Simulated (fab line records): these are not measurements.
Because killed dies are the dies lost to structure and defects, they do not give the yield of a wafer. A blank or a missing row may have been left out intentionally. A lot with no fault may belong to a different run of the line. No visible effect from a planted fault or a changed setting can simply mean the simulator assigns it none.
A lot that was struck, set against a sound lot || flow sky130 || 22 out of 708 route steps
Sound: the wafers L403.2, L403.3, L403.4. Struck: wafer L391.3. (L391.5, L391.6 of the same lot were not struck and are left out.) The cause comes at the end.
Each step with rows lists, per side, the tool, then ch with its chambers, then its first start. Under that, the readings that differ: sound wafers || struck wafers || difference of the means || sigmas: that difference in standard deviations of wafers without a fault.
alike: a reading whose means differ by less than 2 such deviations, as well as words and numbers matching on both sides. not compared: withheld readings; readings where some wafer has no value; bounds like >300 that might hide an equal value; numbers whose values overlap and for which the record gives no deviation.
A row with sigmas, a row that says differs or no value, or rows on one side alone: a step with any of these is where the two part. Non-overlapping numbers with no deviation appear without sigmas and do not part them. A reading that every wafer of one side lacks parts them only if that side has two wafers or more.

first, 1 step without rows for these wafers: SKY_LI_CONTACT_PRE_CLEAN_18 (time 5.6 s).
SKY_LI_CONTACT_SPUTTER_19: material Ti, target thk 20 nm, time 106.37 s.
  sound on pvdSputter-02, day 35 09:12; struck on pvdSputter-03, day 31 08:19
  alike: throttleValvePct
SKY_LI_CONTACT_SPUTTER_20: material TiN, target thk 20 nm, time 80 s.
  sound on pvdSputter-02, day 35 09:17; struck on pvdSputter-03, day 31 08:23
  alike: throttleValvePct
then, 1 step without rows for these wafers: SKY_LI_CONTACT_CVD_21 (deposits W, target thk 400 nm, time 120.56 s).
SKY_LI_CONTACT_RS_MEAS_22: the measuring method here is four-point-probe.
  sound on filmMetro-03, day 35 09:29; struck on filmMetro-04, day 31 08:37
{"reading": "LI_CONTACT_W_RS (ohm/sq)", "sound": "0.285 0.286 0.285", "struck": 0.270, "difference": -0.015, "sigmas": -3}
SKY_LI_CONTACT_THK_MEAS_23: measures by xrf.
  sound on filmMetro-03, day 35 09:35; struck on filmMetro-04, day 31 08:43
{"reading": "LI_CONTACT_W_THK (nm)", "sound": "387 384 386", "struck": 417, "difference": "+31", "sigmas": "+3"}
SKY_LI_CONTACT_CMP_24: polishes, stops on PSG, t overpolish 20 s, target thk 0 nm.
  sound on cmp-02 ch 0,1,2, day 35 09:38; struck on cmp-02 ch 2, day 31 08:55
  alike: headPressurePsi, motorCurrentA, overpolishRunS, timeToEndpointS
SKY_LOCAL_INTERCONNECT_SPUTTER_00: material TiN, target thk 100 nm, time 83.3 s.
  sound on pvdSputter-04, day 35 09:56; struck on pvdSputter-04, day 31 09:04
  alike: throttleValvePct
SKY_LOCAL_INTERCONNECT_RS_MEAS_01: the measuring method here is four-point-probe.
  sound on filmMetro-04, day 35 10:02; struck on filmMetro-01, day 31 09:10
  alike: LOCAL_INTERCONNECT_TIN_RS
SKY_LOCAL_INTERCONNECT_THK_MEAS_02: measures by xrf.
  sound on filmMetro-04, day 35 10:08; struck on filmMetro-01, day 31 09:16
  alike: LOCAL_INTERCONNECT_TIN_THK
then, 2 steps without rows for these wafers: SKY_LOCAL_INTERCONNECT_DEHYDRATE_03 (time 60 s); SKY_LOCAL_INTERCONNECT_HMDS_04 (prime time 60 s).
SKY_LOCAL_INTERCONNECT_COAT_05: resist thk 60 nm.
  sound on lithoTrack-02 ch 0, day 35 22:34; struck on lithoTrack-01 ch 0, day 31 22:42
then, 5 steps without rows for these wafers: SKY_LOCAL_INTERCONNECT_COAT_06 (resist thk 450 nm); SKY_LOCAL_INTERCONNECT_SOFTBAKE_07 (time 90 s); SKY_LOCAL_INTERCONNECT_EXPOSE_08 (exposes mask LI1M, target cd 170 nm); SKY_LOCAL_INTERCONNECT_PEB_09; SKY_LOCAL_INTERCONNECT_DEVELOP_10 (develop time 60 s).
SKY_LOCAL_INTERCONNECT_CD_MEAS_11 targets a cd of 170 nm.
  sound on cdSem-01, day 36 12:28; struck on cdSem-01, day 32 12:20
  alike: cdNm
SKY_LOCAL_INTERCONNECT_OVL_MEAS_12:
  sound on overlay-01, day 36 12:34; struck on overlay-02, day 32 12:25
{"reading": "LOCAL_INTERCONNECT_OVL (nm)", "sound": "3 -5 9", "struck": -14, "difference": -16, "sigmas": -3}
SKY_LOCAL_INTERCONNECT_ETCH_13: etches BARC in N2/H2, stops on SiO2, time 45.9 s, target depth 60 nm.
  sound on rieMetal-03 ch 0,1, day 36 12:35; struck on rieMetal-03 ch 1, day 32 12:28
{"reading": "model.etch.depthNm (nm)", "sound": "60.13 60.09 60.11", "struck": 61.14, "difference": "+1.03", "sigmas": ""}
  alike: drypumpMotorCurrentA, oesProductAu, rfFwdPowerW, throttleValvePct
  not compared: rfHoursCounterH
SKY_LOCAL_INTERCONNECT_METAL_ETCH_14: etches TiN in Cl2/BCl3, stops on PSG, target depth 110 nm, time 31.4 s.
  sound on rieMetal-03 ch 0,1, day 36 12:41; struck on rieMetal-03 ch 1, day 32 12:31
  alike: drypumpMotorCurrentA, mfcCl2Sccm, oesProductAu, rfFwdPowerW, throttleValvePct
  not compared: rfHoursCounterH

WHERE THEY PART
Earliest at SKY_LI_CONTACT_RS_MEAS_22; latest, in this record, at SKY_LOCAL_INTERCONNECT_OVL_MEAS_12. Later steps at which nothing parts them and some readings are alike: SKY_LOCAL_INTERCONNECT_ETCH_13, SKY_LOCAL_INTERCONNECT_METAL_ETCH_14.

WHY: what the simulator had put in
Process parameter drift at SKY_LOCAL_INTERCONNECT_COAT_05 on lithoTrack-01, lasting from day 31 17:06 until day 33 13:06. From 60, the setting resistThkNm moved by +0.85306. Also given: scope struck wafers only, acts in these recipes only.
